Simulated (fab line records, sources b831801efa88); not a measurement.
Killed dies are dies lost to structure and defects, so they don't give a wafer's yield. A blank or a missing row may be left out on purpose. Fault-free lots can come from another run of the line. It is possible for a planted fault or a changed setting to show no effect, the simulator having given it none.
Which tool did it? | flow sky130 | Sampling: 12 lots, 36 wafers, 3 of 708 route steps

WHAT THE GAUGES SHOWED, per wafer
SKY_NWELL_TW_MEAS_26. Usual: NWELL_2_TW 494, standard deviation 6.6.
lot  | measured     | on            | NWELL_2_TW  | flag
L288 | day 5 15:38  | film_metro-02 | 487 488 487 |
L289 | day 5 23:26  | film_metro-01 | 492 489 493 |
L290 | day 6 04:24  | film_metro-01 | 490 487 490 |
L297 | day 7 20:07  | film_metro-02 | 490 489 490 |
L300 | day 8 12:47  | film_metro-01 | 468 464 464 | OFF
L301 | day 8 19:03  | film_metro-02 | 473 471 470 | OFF
L302 | day 9 00:07  | film_metro-01 | 490 492 494 |
L304 | day 9 13:11  | film_metro-02 | 490 493 492 |
L305 | day 9 17:42  | film_metro-02 | 490 490 489 |
L306 | day 9 22:23  | film_metro-02 | 490 488 489 |
L307 | day 10 06:02 | film_metro-02 | 492 490 492 |
L308 | day 10 20:05 | film_metro-04 | 506 505 504 |

SKY_METAL3_CD_MEAS_13 targets a cd of 300 nm. Usual: cd_nm reads 300.2 nm (standard deviation 1.6).
lot  | measured     | on        | cd_nm (nm)        | flag
L288 | day 38 13:16 | cd_sem-02 | 298.4 299.1 298.2 |
L289 | day 39 00:22 | cd_sem-01 | 297.3 297.6 297.2 |
L290 | day 39 04:05 | cd_sem-01 | 302.3 301.0 302.3 |
L297 | day 41 12:29 | cd_sem-01 | 299.1 299.1 300.5 |
L300 | day 42 02:07 | cd_sem-02 | 299.0 299.5 299.8 |
L301 | day 42 14:59 | cd_sem-01 | 303.1 303.0 303.4 |
L302 | day 42 15:58 | cd_sem-02 | 301.5 301.9 300.6 |
L304 | day 43 09:34 | cd_sem-01 | 300.9 299.0 300.4 |
L305 | day 43 11:41 | cd_sem-02 | 300.1 299.7 300.6 |
L306 | day 43 17:40 | cd_sem-02 | 298.2 299.2 298.9 |
L307 | day 44 04:59 | cd_sem-02 | 301.2 301.8 301.6 |
L308 | day 44 18:49 | cd_sem-01 | 300.4 299.9 298.4 |

WHAT TOOL EACH LOT RAN ON (gives the tool, then ch and the chambers of the sampled wafers, and finally the start)
lot  | SKY_NWELL_IMPLANT_24
L288 | implanter-01 ch 0, day 5 15:24
L289 | implanter-03 ch 0, day 5 23:12
L290 | implanter-03 ch 0, day 6 04:09
L297 | implanter-04 ch 0, day 7 19:52
L300 | implanter-03 ch 0, day 8 12:34
L301 | implanter-03 ch 0, day 8 18:48
L302 | implanter-04 ch 0, day 8 23:53
L304 | implanter-01 ch 0, day 9 12:56
L305 | implanter-04 ch 0, day 9 17:27
L306 | implanter-04 ch 0, day 9 22:09
L307 | implanter-01 ch 0, day 10 05:47
L308 | implanter-04 ch 0, day 10 19:50
- SKY_NWELL_IMPLANT_24

AS READ BY THE TOOLS THEMSELVES (means over the sampled wafers that have a number; for cases with no such wafer, the mark the record gives instead)
SKY_NWELL_IMPLANT_24. Usual: beam_on_s 9.97 s, standard deviation 0.2; dose_ions_cm2 9.2e+12, standard deviation 9.6e+09; faraday_current_uA 52.0, standard deviation 1.
lot  | tool         | beam_on_s (s) | dose_ions_cm2 | faraday_current_uA | flag
L288 | implanter-01 | 9.75          | 9.2e+12       | 53.2               |
L289 | implanter-03 | 9.99          | 9.2e+12       | 51.8               |
L290 | implanter-03 | 10.12         | 9.2e+12       | 51.2               |
L297 | implanter-04 | 9.93          | 9.2e+12       | 52.1               |
L300 | implanter-03 | 9.72          | 8.0e+12       | 46.2               | OFF
L301 | implanter-03 | 10.13         | 8.0e+12       | 44.4               | OFF
L302 | implanter-04 | 9.99          | 9.2e+12       | 51.9               |
L304 | implanter-01 | 9.90          | 9.2e+12       | 52.4               |
L305 | implanter-04 | 9.98          | 9.2e+12       | 52.1               |
L306 | implanter-04 | 10.09         | 9.2e+12       | 51.5               |
L307 | implanter-01 | 10.01         | 9.2e+12       | 51.7               |
L308 | implanter-04 | 9.88          | 9.2e+12       | 52.5               |

THE ANSWER, worked out from the rows above alone
Rule: a lot is off if the mean of its wafers that have a number lies more than 3 standard deviations from the usual mean. Also off: a lot with no number at a reading for which 4 or more lots have one. The other lots that the step has rows for count as sound. Order of review: gauges by route order, followed by the tools' own readings, for which a lot's mean as printed above is used. At the first step where some lot is off, the reading lying furthest off is the one used; lots without a number count as furthest.
Off: L300, L301, seen at SKY_NWELL_TW_MEAS_26 (NWELL_2_TW).
If a tool, at a process step before that reading, ran all the lots that are off and no sound lot after the first of them, it fits. The gauges at SKY_NWELL_TW_MEAS_26 aren't tried: what is off there is off at SKY_NWELL_IMPLANT_24 too, on other tools, and a gauge's error can't cause that. One fits: SKY_NWELL_IMPLANT_24 on implanter-03. Its last sound lot is L290 (day 6 04:09), its first lot that is off L300 (day 8 12:34): a fault that began between those two fits.
The tool's own readings at SKY_NWELL_IMPLANT_24 bear it out: on the lots that are off they differ by more than 5 times the standard deviation of the sound lots' means. dose_ions_cm2 reads 8.0e+12 there against 9.2e+12 on the sound lots; faraday_current_uA reads 45.3 there against 52.0 on the sound lots.

WHAT THE SIMULATOR HAD INSERTED
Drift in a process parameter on implanter-03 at SKY_NWELL_IMPLANT_24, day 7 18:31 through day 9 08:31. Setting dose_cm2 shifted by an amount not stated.
Lots struck among those shown: L300, L301. The rule above reached the same finding.
